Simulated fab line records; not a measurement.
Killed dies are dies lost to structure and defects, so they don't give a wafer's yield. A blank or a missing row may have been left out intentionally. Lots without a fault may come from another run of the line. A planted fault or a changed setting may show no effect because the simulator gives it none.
fab line records :: flow sky130 :: part 2 of 2: steps 29 to 38 of 38
record
  lots=5
  wafers=15
  lastDay=50
route steps=708 shown METAL3@572 VIA3@573 METAL4@598 CAP2M@603
lots untouched by any fault: they come from a run of this same line in which no faults occurred
startH: start of the lot's first displayed wafer, in hours after the record's first day :: waitH: hours from the lot's prior step to this one :: " same as the row above :: L1.1+2: several wafers, shown together as one row :: - no value, or no start given :: * or withheld: withheld :: < > ~ a bound
route shown NAME@n: names a module that has steps shown in the file, with the first one's number in the route :: usual: mean/standard deviation taken from wafers without a fault :: same: alike in all rows :: chamber/n: place in a boat :: sites: readings site by site :: _std_site: standard deviation of those values :: _edge_site: mean of outer sites minus mean of inner sites :: radiusMm: how far each site lies from the wafer's centre :: mask NAME#n: copy n :: behind: the last tool/chamber to shape the wafer :: hold: cause of the lot's hold/its duration in hours/its outcome :: device: the transistor (n, p or np) that didn't switch :: end of line: tests of these same wafers at the route's end :: a step given without rows: its recipe and nothing more :: killed: dies lost to structure and defects at the first sort, not the wafer's yield :: map: dies across one wafer; x = killed, . = not, _ = none there
set.NAME: the run value of the setting; set.NAME@STEP: its run value at that earlier step :: model.NAME: the simulator's own value behind a step, which no gauge read
a table for each step, a row for each wafer; lots at some steps of the route
services: from which hour (startH, from the record's first day; less than 0 if before it) a tool's chamber was out of use, for how many hours, and why
## steps
# step SKY_METAL4_SPUTTER_02
# recipe
  material=AlCu
  targetThkNm=735
  powerW=10600
  timeS=39.1
  chamberPressurePa=0.4
# usual
  throttleValvePct=30.1/1.2
lot.wafer: L074.1
tool: pvdSputter-02
chamber: -
startH: 938.45
waitH: 0.0
throttleValvePct: 32.1

lot.wafer: L074.2
tool: pvdSputter-02
chamber: -
startH: 938.45
waitH: 0.0
throttleValvePct: 28.8

lot.wafer: L074.4
tool: pvdSputter-02
chamber: -
startH: 938.45
waitH: 0.0
throttleValvePct: 30.4

lot.wafer: L078.1
tool: pvdSputter-01
chamber: -
startH: 992.34
waitH: 0.0
throttleValvePct: 30.0

lot.wafer: L078.3
tool: pvdSputter-01
chamber: -
startH: 992.34
waitH: 0.0
throttleValvePct: 30.9

lot.wafer: L078.5
tool: pvdSputter-01
chamber: -
startH: 992.34
waitH: 0.0
throttleValvePct: 29.8

lot.wafer: L086.2
tool: pvdSputter-01
chamber: -
startH: 1035.10
waitH: 0.0
throttleValvePct: 30.9

lot.wafer: L086.5
tool: pvdSputter-01
chamber: -
startH: 1035.10
waitH: 0.0
throttleValvePct: 28.4

lot.wafer: L086.6
tool: pvdSputter-01
chamber: -
startH: 1035.10
waitH: 0.0
throttleValvePct: 30.1

lot.wafer: L088.1
tool: pvdSputter-02
chamber: -
startH: 1049.84
waitH: 0.0
throttleValvePct: 28.7

lot.wafer: L088.2
tool: pvdSputter-02
chamber: -
startH: 1049.84
waitH: 0.0
throttleValvePct: 30.8

lot.wafer: L088.4
tool: pvdSputter-02
chamber: -
startH: 1049.84
waitH: 0.0
throttleValvePct: 30.3

lot.wafer: L092.1
tool: pvdSputter-01
chamber: -
startH: 1063.03
waitH: 0.0
throttleValvePct: 30.7

lot.wafer: L092.3
tool: pvdSputter-01
chamber: -
startH: 1063.03
waitH: 0.0
throttleValvePct: 30.0

lot.wafer: L092.6
tool: pvdSputter-01
chamber: -
startH: 1063.03
waitH: 0.0
throttleValvePct: 30.1
# step SKY_METAL4_SPUTTER_03
# recipe
  material=Ti
  targetThkNm=5
  powerW=3000
  timeS=3.3
  chamberPressurePa=0.4
# usual
  throttleValvePct=30.1/1.2
lot.wafer: L074.1
tool: pvdSputter-02
chamber: -
startH: 938.49
waitH: 0.0
throttleValvePct: 32.3

lot.wafer: L074.2
tool: pvdSputter-02
chamber: -
startH: 938.49
waitH: 0.0
throttleValvePct: 28.9

lot.wafer: L074.4
tool: pvdSputter-02
chamber: -
startH: 938.49
waitH: 0.0
throttleValvePct: 30.0

lot.wafer: L078.1
tool: pvdSputter-01
chamber: -
startH: 992.38
waitH: 0.0
throttleValvePct: 29.9

lot.wafer: L078.3
tool: pvdSputter-01
chamber: -
startH: 992.38
waitH: 0.0
throttleValvePct: 30.6

lot.wafer: L078.5
tool: pvdSputter-01
chamber: -
startH: 992.38
waitH: 0.0
throttleValvePct: 30.0

lot.wafer: L086.2
tool: pvdSputter-01
chamber: -
startH: 1035.14
waitH: 0.0
throttleValvePct: 30.6

lot.wafer: L086.5
tool: pvdSputter-01
chamber: -
startH: 1035.14
waitH: 0.0
throttleValvePct: 28.3

lot.wafer: L086.6
tool: pvdSputter-01
chamber: -
startH: 1035.14
waitH: 0.0
throttleValvePct: 30.0

lot.wafer: L088.1
tool: pvdSputter-02
chamber: -
startH: 1049.88
waitH: 0.0
throttleValvePct: 29.0

lot.wafer: L088.2
tool: pvdSputter-02
chamber: -
startH: 1049.88
waitH: 0.0
throttleValvePct: 31.1

lot.wafer: L088.4
tool: pvdSputter-02
chamber: -
startH: 1049.88
waitH: 0.0
throttleValvePct: 30.3

lot.wafer: L092.1
tool: pvdSputter-01
chamber: -
startH: 1063.07
waitH: 0.0
throttleValvePct: 30.9

lot.wafer: L092.3
tool: pvdSputter-01
chamber: -
startH: 1063.07
waitH: 0.0
throttleValvePct: 30.0

lot.wafer: L092.6
tool: pvdSputter-01
chamber: -
startH: 1063.07
waitH: 0.0
throttleValvePct: 29.9
# step SKY_METAL4_SPUTTER_04
# recipe
  material=TiN
  targetThkNm=70
  powerW=6500
  timeS=58.3
  chamberPressurePa=0.4
# usual
  throttleValvePct=30.1/1.2
lot.wafer: L074.1
tool: pvdSputter-02
chamber: -
startH: 938.51
waitH: 0.0
throttleValvePct: 32.1

lot.wafer: L074.2
tool: pvdSputter-02
chamber: -
startH: 938.51
waitH: 0.0
throttleValvePct: 29.0

lot.wafer: L074.4
tool: pvdSputter-02
chamber: -
startH: 938.51
waitH: 0.0
throttleValvePct: 30.3

lot.wafer: L078.1
tool: pvdSputter-01
chamber: -
startH: 992.39
waitH: 0.0
throttleValvePct: 30.2

lot.wafer: L078.3
tool: pvdSputter-01
chamber: -
startH: 992.39
waitH: 0.0
throttleValvePct: 30.8

lot.wafer: L078.5
tool: pvdSputter-01
chamber: -
startH: 992.39
waitH: 0.0
throttleValvePct: 30.1

lot.wafer: L086.2
tool: pvdSputter-01
chamber: -
startH: 1035.16
waitH: 0.0
throttleValvePct: 30.7

lot.wafer: L086.5
tool: pvdSputter-01
chamber: -
startH: 1035.16
waitH: 0.0
throttleValvePct: 28.2

lot.wafer: L086.6
tool: pvdSputter-01
chamber: -
startH: 1035.16
waitH: 0.0
throttleValvePct: 30.0

lot.wafer: L088.1
tool: pvdSputter-02
chamber: -
startH: 1049.90
waitH: 0.0
throttleValvePct: 28.7

lot.wafer: L088.2
tool: pvdSputter-02
chamber: -
startH: 1049.90
waitH: 0.0
throttleValvePct: 31.1

lot.wafer: L088.4
tool: pvdSputter-02
chamber: -
startH: 1049.90
waitH: 0.0
throttleValvePct: 30.1

lot.wafer: L092.1
tool: pvdSputter-01
chamber: -
startH: 1063.09
waitH: 0.0
throttleValvePct: 31.0

lot.wafer: L092.3
tool: pvdSputter-01
chamber: -
startH: 1063.09
waitH: 0.0
throttleValvePct: 29.8

lot.wafer: L092.6
tool: pvdSputter-01
chamber: -
startH: 1063.09
waitH: 0.0
throttleValvePct: 29.9
# step SKY_CAP2M_CVD_00
# recipe
  material=SiO2
  targetThkNm=15.5
  tempC=400
  timeS=withheld
  rfW=450
# usual
  heaterPowerOuterW=432/67
  heaterPowerW=713/99
lot.wafer: L074.1
tool: pecvd-02
chamber: 0
startH: 938.56
waitH: 0.0
heaterPowerOuterW: 343
heaterPowerW: 652

lot.wafer: L074.2
tool: pecvd-02
chamber: 1
startH: 938.56
waitH: 0.0
heaterPowerOuterW: 410
heaterPowerW: 687

lot.wafer: L074.4
tool: pecvd-02
chamber: 2
startH: 938.56
waitH: 0.0
heaterPowerOuterW: 434
heaterPowerW: 728

lot.wafer: L078.1
tool: pecvd-01
chamber: 2
startH: 992.44
waitH: 0.0
heaterPowerOuterW: 338
heaterPowerW: 555

lot.wafer: L078.3
tool: pecvd-01
chamber: 0
startH: 992.44
waitH: 0.0
heaterPowerOuterW: 457
heaterPowerW: 694

lot.wafer: L078.5
tool: pecvd-01
chamber: 1
startH: 992.44
waitH: 0.0
heaterPowerOuterW: 365
heaterPowerW: 591

lot.wafer: L086.2
tool: pecvd-01
chamber: 0
startH: 1035.20
waitH: 0.0
heaterPowerOuterW: 436
heaterPowerW: 635

lot.wafer: L086.5
tool: pecvd-01
chamber: 2
startH: 1035.20
waitH: 0.0
heaterPowerOuterW: 351
heaterPowerW: 580

lot.wafer: L086.6
tool: pecvd-01
chamber: 0
startH: 1035.20
waitH: 0.0
heaterPowerOuterW: 434
heaterPowerW: 634

lot.wafer: L088.1
tool: pecvd-03
chamber: 1
startH: 1049.95
waitH: 0.0
heaterPowerOuterW: 601
heaterPowerW: 903

lot.wafer: L088.2
tool: pecvd-03
chamber: 2
startH: 1049.95
waitH: 0.0
heaterPowerOuterW: 480
heaterPowerW: 895

lot.wafer: L088.4
tool: pecvd-03
chamber: 1
startH: 1049.95
waitH: 0.0
heaterPowerOuterW: 608
heaterPowerW: 875

lot.wafer: L092.1
tool: pecvd-03
chamber: 2
startH: 1063.13
waitH: 0.0
heaterPowerOuterW: 496
heaterPowerW: 885

lot.wafer: L092.3
tool: pecvd-03
chamber: 0
startH: 1063.13
waitH: 0.0
heaterPowerOuterW: 378
heaterPowerW: 708

lot.wafer: L092.6
tool: pecvd-03
chamber: 2
startH: 1063.13
waitH: 0.0
heaterPowerOuterW: 493
heaterPowerW: 899
# step SKY_CAP2M_THK_MEAS_01
# recipe
  reads=SiO2_of_CAP2M_CVD_00
# usual
  CAP2M_CVD_00_THK=15.43/0.22
lot.wafer: L074.1
tool: filmMetro-01
chamber: -
startH: 938.58
waitH: -
CAP2M_CVD_00_THK[nm]: 15.06

lot.wafer: L074.2
tool: filmMetro-01
chamber: -
startH: 938.58
waitH: -
CAP2M_CVD_00_THK[nm]: 15.40

lot.wafer: L074.4
tool: filmMetro-01
chamber: -
startH: 938.58
waitH: -
CAP2M_CVD_00_THK[nm]: 15.59

lot.wafer: L078.1
tool: filmMetro-01
chamber: -
startH: 992.47
waitH: -
CAP2M_CVD_00_THK[nm]: 15.31

lot.wafer: L078.3
tool: filmMetro-01
chamber: -
startH: 992.47
waitH: -
CAP2M_CVD_00_THK[nm]: 15.49

lot.wafer: L078.5
tool: filmMetro-01
chamber: -
startH: 992.47
waitH: -
CAP2M_CVD_00_THK[nm]: 15.28

lot.wafer: L086.2
tool: filmMetro-01
chamber: -
startH: 1035.24
waitH: -
CAP2M_CVD_00_THK[nm]: 15.23

lot.wafer: L086.5
tool: filmMetro-01
chamber: -
startH: 1035.24
waitH: -
CAP2M_CVD_00_THK[nm]: 15.43

lot.wafer: L086.6
tool: filmMetro-01
chamber: -
startH: 1035.24
waitH: -
CAP2M_CVD_00_THK[nm]: 15.44

lot.wafer: L088.1
tool: filmMetro-03
chamber: -
startH: 1049.97
waitH: -
CAP2M_CVD_00_THK[nm]: 15.58

lot.wafer: L088.2
tool: filmMetro-03
chamber: -
startH: 1049.97
waitH: -
CAP2M_CVD_00_THK[nm]: 15.75

lot.wafer: L088.4
tool: filmMetro-03
chamber: -
startH: 1049.97
waitH: -
CAP2M_CVD_00_THK[nm]: 15.85

lot.wafer: L092.1
tool: filmMetro-01
chamber: -
startH: 1063.16
waitH: -
CAP2M_CVD_00_THK[nm]: 15.46

lot.wafer: L092.3
tool: filmMetro-01
chamber: -
startH: 1063.16
waitH: -
CAP2M_CVD_00_THK[nm]: 15.26

lot.wafer: L092.6
tool: filmMetro-01
chamber: -
startH: 1063.16
waitH: -
CAP2M_CVD_00_THK[nm]: 15.78
# step SKY_CAP2M_SPUTTER_02
# recipe
  material=TiN
  targetThkNm=200
  tempC=300
  powerW=6500
  timeS=166.7
  chamberPressurePa=0.4
# usual
  throttleValvePct=30.0/1.4
lot.wafer: L074.1
tool: pvdSputter-01
chamber: -
startH: 938.64
waitH: 0.1
throttleValvePct: 29.8

lot.wafer: L074.2
tool: pvdSputter-01
chamber: -
startH: 938.64
waitH: 0.1
throttleValvePct: 28.2

lot.wafer: L074.4
tool: pvdSputter-01
chamber: -
startH: 938.64
waitH: 0.1
throttleValvePct: 30.7

lot.wafer: L078.1
tool: pvdSputter-04
chamber: -
startH: 992.53
waitH: 0.1
throttleValvePct: 32.7

lot.wafer: L078.3
tool: pvdSputter-04
chamber: -
startH: 992.53
waitH: 0.1
throttleValvePct: 29.1

lot.wafer: L078.5
tool: pvdSputter-04
chamber: -
startH: 992.53
waitH: 0.1
throttleValvePct: 28.9

lot.wafer: L086.2
tool: pvdSputter-03
chamber: -
startH: 1035.29
waitH: 0.0
throttleValvePct: 30.4

lot.wafer: L086.5
tool: pvdSputter-03
chamber: -
startH: 1035.29
waitH: 0.0
throttleValvePct: 30.0

lot.wafer: L086.6
tool: pvdSputter-03
chamber: -
startH: 1035.29
waitH: 0.0
throttleValvePct: 31.0

lot.wafer: L088.1
tool: pvdSputter-03
chamber: -
startH: 1050.03
waitH: 0.1
throttleValvePct: 30.0

lot.wafer: L088.2
tool: pvdSputter-03
chamber: -
startH: 1050.03
waitH: 0.1
throttleValvePct: 28.0

lot.wafer: L088.4
tool: pvdSputter-03
chamber: -
startH: 1050.03
waitH: 0.1
throttleValvePct: 30.9

lot.wafer: L092.1
tool: pvdSputter-04
chamber: -
startH: 1063.22
waitH: 0.1
throttleValvePct: 32.8

lot.wafer: L092.3
tool: pvdSputter-04
chamber: -
startH: 1063.22
waitH: 0.1
throttleValvePct: 28.8

lot.wafer: L092.6
tool: pvdSputter-04
chamber: -
startH: 1063.22
waitH: 0.1
throttleValvePct: 29.0
# step SKY_CAP2M_RS_MEAS_03
# recipe
  thkMeasGauge=four-point-probe
  reads=TiN_of_CAP2M_SPUTTER_02
# usual
  CAP2M_TIN_RS=6.89/0.086
lot.wafer: L074.1
tool: filmMetro-01
chamber: -
startH: 938.75
waitH: 0.1
CAP2M_TIN_RS[ohm/sq]: 6.90

lot.wafer: L074.2
tool: filmMetro-01
chamber: -
startH: 938.75
waitH: 0.1
CAP2M_TIN_RS[ohm/sq]: 6.93

lot.wafer: L074.4
tool: filmMetro-01
chamber: -
startH: 938.75
waitH: 0.1
CAP2M_TIN_RS[ohm/sq]: 6.99

lot.wafer: L078.1
tool: filmMetro-01
chamber: -
startH: 992.63
waitH: 0.1
CAP2M_TIN_RS[ohm/sq]: 6.85

lot.wafer: L078.3
tool: filmMetro-01
chamber: -
startH: 992.63
waitH: 0.1
CAP2M_TIN_RS[ohm/sq]: 6.81

lot.wafer: L078.5
tool: filmMetro-01
chamber: -
startH: 992.63
waitH: 0.1
CAP2M_TIN_RS[ohm/sq]: 6.90

lot.wafer: L086.2
tool: filmMetro-03
chamber: -
startH: 1035.42
waitH: 0.1
CAP2M_TIN_RS[ohm/sq]: 6.98

lot.wafer: L086.5
tool: filmMetro-03
chamber: -
startH: 1035.42
waitH: 0.1
CAP2M_TIN_RS[ohm/sq]: 6.95

lot.wafer: L086.6
tool: filmMetro-03
chamber: -
startH: 1035.42
waitH: 0.1
CAP2M_TIN_RS[ohm/sq]: 6.90

lot.wafer: L088.1
tool: filmMetro-01
chamber: -
startH: 1050.14
waitH: 0.1
CAP2M_TIN_RS[ohm/sq]: 6.94

lot.wafer: L088.2
tool: filmMetro-01
chamber: -
startH: 1050.14
waitH: 0.1
CAP2M_TIN_RS[ohm/sq]: 6.83

lot.wafer: L088.4
tool: filmMetro-01
chamber: -
startH: 1050.14
waitH: 0.1
CAP2M_TIN_RS[ohm/sq]: 6.78

lot.wafer: L092.1
tool: filmMetro-03
chamber: -
startH: 1063.34
waitH: 0.1
CAP2M_TIN_RS[ohm/sq]: 6.91

lot.wafer: L092.3
tool: filmMetro-03
chamber: -
startH: 1063.34
waitH: 0.1
CAP2M_TIN_RS[ohm/sq]: 6.91

lot.wafer: L092.6
tool: filmMetro-03
chamber: -
startH: 1063.34
waitH: 0.1
CAP2M_TIN_RS[ohm/sq]: 6.94
# step SKY_CAP2M_THK_MEAS_04
# recipe
  thkMeasGauge=xrf
  reads=TiN_of_CAP2M_SPUTTER_02
# usual
  CAP2M_TIN_THK=199.3/2.5
lot.wafer: L074.1
tool: filmMetro-01
chamber: -
startH: 938.87
waitH: 0.1
CAP2M_TIN_THK[nm]: 198.5

lot.wafer: L074.2
tool: filmMetro-01
chamber: -
startH: 938.87
waitH: 0.1
CAP2M_TIN_THK[nm]: 197.9

lot.wafer: L074.4
tool: filmMetro-01
chamber: -
startH: 938.87
waitH: 0.1
CAP2M_TIN_THK[nm]: 195.7

lot.wafer: L078.1
tool: filmMetro-01
chamber: -
startH: 992.75
waitH: 0.1
CAP2M_TIN_THK[nm]: 201.5

lot.wafer: L078.3
tool: filmMetro-01
chamber: -
startH: 992.75
waitH: 0.1
CAP2M_TIN_THK[nm]: 200.8

lot.wafer: L078.5
tool: filmMetro-01
chamber: -
startH: 992.75
waitH: 0.1
CAP2M_TIN_THK[nm]: 198.5

lot.wafer: L086.2
tool: filmMetro-03
chamber: -
startH: 1035.53
waitH: 0.1
CAP2M_TIN_THK[nm]: 196.9

lot.wafer: L086.5
tool: filmMetro-03
chamber: -
startH: 1035.53
waitH: 0.1
CAP2M_TIN_THK[nm]: 197.4

lot.wafer: L086.6
tool: filmMetro-03
chamber: -
startH: 1035.53
waitH: 0.1
CAP2M_TIN_THK[nm]: 199.4

lot.wafer: L088.1
tool: filmMetro-01
chamber: -
startH: 1050.26
waitH: 0.1
CAP2M_TIN_THK[nm]: 199.5

lot.wafer: L088.2
tool: filmMetro-01
chamber: -
startH: 1050.26
waitH: 0.1
CAP2M_TIN_THK[nm]: 200.6

lot.wafer: L088.4
tool: filmMetro-01
chamber: -
startH: 1050.26
waitH: 0.1
CAP2M_TIN_THK[nm]: 201.3

lot.wafer: L092.1
tool: filmMetro-03
chamber: -
startH: 1063.46
waitH: 0.1
CAP2M_TIN_THK[nm]: 197.8

lot.wafer: L092.3
tool: filmMetro-03
chamber: -
startH: 1063.46
waitH: 0.1
CAP2M_TIN_THK[nm]: 198.4

lot.wafer: L092.6
tool: filmMetro-03
chamber: -
startH: 1063.46
waitH: 0.1
CAP2M_TIN_THK[nm]: 197.2
# step SKY_CAP2M_DEHYDRATE_05
# recipe
  tempC=200
  timeS=60
# usual
  heaterPowerTotalW=160.35/0.12
  plateTempC=200.03/0.14
lot.wafer: L074.1
tool: lithoTrack-01
chamber: 0
startH: 950.53
waitH: 11.6
heaterPowerTotalW: 160.29
plateTempC: 200.05

lot.wafer: L074.2
tool: lithoTrack-01
chamber: 0
startH: 950.53
waitH: 11.6
heaterPowerTotalW: 160.35
plateTempC: 199.94

lot.wafer: L074.4
tool: lithoTrack-01
chamber: 0
startH: 950.53
waitH: 11.6
heaterPowerTotalW: 160.33
plateTempC: 200.03

lot.wafer: L078.1
tool: lithoTrack-03
chamber: 0
startH: 1005.74
waitH: 13.0
heaterPowerTotalW: 160.42
plateTempC: 200.10

lot.wafer: L078.3
tool: lithoTrack-03
chamber: 0
startH: 1005.74
waitH: 13.0
heaterPowerTotalW: 160.31
plateTempC: 200.07

lot.wafer: L078.5
tool: lithoTrack-03
chamber: 0
startH: 1005.74
waitH: 13.0
heaterPowerTotalW: 160.42
plateTempC: 200.26

lot.wafer: L086.2
tool: lithoTrack-02
chamber: 0
startH: 1045.86
waitH: 10.3
heaterPowerTotalW: 160.21
plateTempC: 200.39

lot.wafer: L086.5
tool: lithoTrack-02
chamber: 0
startH: 1045.86
waitH: 10.3
heaterPowerTotalW: 160.51
plateTempC: 199.92

lot.wafer: L086.6
tool: lithoTrack-02
chamber: 0
startH: 1045.86
waitH: 10.3
heaterPowerTotalW: 160.12
plateTempC: 200.04

lot.wafer: L088.1
tool: lithoTrack-01
chamber: 0
startH: 1059.78
waitH: 9.5
heaterPowerTotalW: 160.34
plateTempC: 199.96

lot.wafer: L088.2
tool: lithoTrack-01
chamber: 0
startH: 1059.78
waitH: 9.5
heaterPowerTotalW: 160.15
plateTempC: 200.10

lot.wafer: L088.4
tool: lithoTrack-01
chamber: 0
startH: 1059.78
waitH: 9.5
heaterPowerTotalW: 160.44
plateTempC: 200.11

lot.wafer: L092.1
tool: lithoTrack-01
chamber: 0
startH: 1074.08
waitH: 10.6
heaterPowerTotalW: 160.21
plateTempC: 200.24

lot.wafer: L092.3
tool: lithoTrack-01
chamber: 0
startH: 1074.08
waitH: 10.6
heaterPowerTotalW: 160.36
plateTempC: 200.09

lot.wafer: L092.6
tool: lithoTrack-01
chamber: 0
startH: 1074.08
waitH: 10.6
heaterPowerTotalW: 160.27
plateTempC: 200.02
# step SKY_CAP2M_HMDS_06
# recipe
  primeTimeS=60
  primeTempC=120
lot.wafer: L074.1+2+4
tool: lithoTrack-01
chamber: 0
startH: 950.68
waitH: 0.1

lot.wafer: L078.1+3+5
tool: lithoTrack-03
chamber: 0
startH: 1005.89
waitH: 0.1

lot.wafer: L086.2+5+6
tool: lithoTrack-02
chamber: 0
startH: 1046.01
waitH: 0.1

lot.wafer: L088.1+2+4
tool: lithoTrack-01
chamber: 0
startH: 1059.93
waitH: 0.1

lot.wafer: L092.1+3+6
tool: lithoTrack-01
chamber: 0
startH: 1074.23
waitH: 0.1
## services
tool: cmp-01
chamber: -
startH: 898.91
hours: 0.6
kind: repair

tool: cmp-01
chamber: -
startH: 899.61
hours: 5.9
kind: pm

tool: cvdW-02
chamber: -
startH: 904.00
hours: 14.0
kind: pm

tool: cmp-01
chamber: -
startH: 913.77
hours: 4.0
kind: pm

tool: rieDiel-04
chamber: 0
startH: 917.82
hours: 4.9
kind: repair

tool: rieDiel-02
chamber: -
startH: 926.02
hours: 0.2
kind: repair

tool: cvdW-02
chamber: 1
startH: 938.39
hours: 9.0
kind: repair

tool: pvdSputter-01
chamber: -
startH: 944.01
hours: 3.1
kind: repair

tool: cmp-01
chamber: -
startH: 949.93
hours: 0.9
kind: repair

tool: pvdSputter-04
chamber: -
startH: 956.39
hours: 2.9
kind: repair

tool: cmp-01
chamber: -
startH: 958.95
hours: 3.0
kind: pm

tool: rieDiel-04
chamber: -
startH: 958.96
hours: 8.2
kind: repair

tool: cmp-01
chamber: -
startH: 962.74
hours: 0.7
kind: repair

tool: cmp-01
chamber: -
startH: 967.68
hours: 1.0
kind: repair

tool: rieDiel-02
chamber: -
startH: 969.67
hours: 2.8
kind: pm

tool: pvdSputter-04
chamber: -
startH: 980.03
hours: 1.2
kind: repair

tool: rieDiel-04
chamber: -
startH: 980.94
hours: 0.4
kind: repair

tool: rieDiel-02
chamber: 2
startH: 991.44
hours: 12.5
kind: repair

tool: rieDiel-04
chamber: -
startH: 997.98
hours: 0.2
kind: repair

tool: cvdW-02
chamber: -
startH: 998.83
hours: 1.5
kind: repair

tool: cmp-01
chamber: -
startH: 1001.59
hours: 17.6
kind: pm

tool: cvdW-02
chamber: -
startH: 1015.51
hours: 1.2
kind: repair

tool: cvdW-02
chamber: 1
startH: 1026.95
hours: 6.9
kind: repair

tool: rieDiel-04
chamber: 0
startH: 1036.99
hours: 5.0
kind: repair
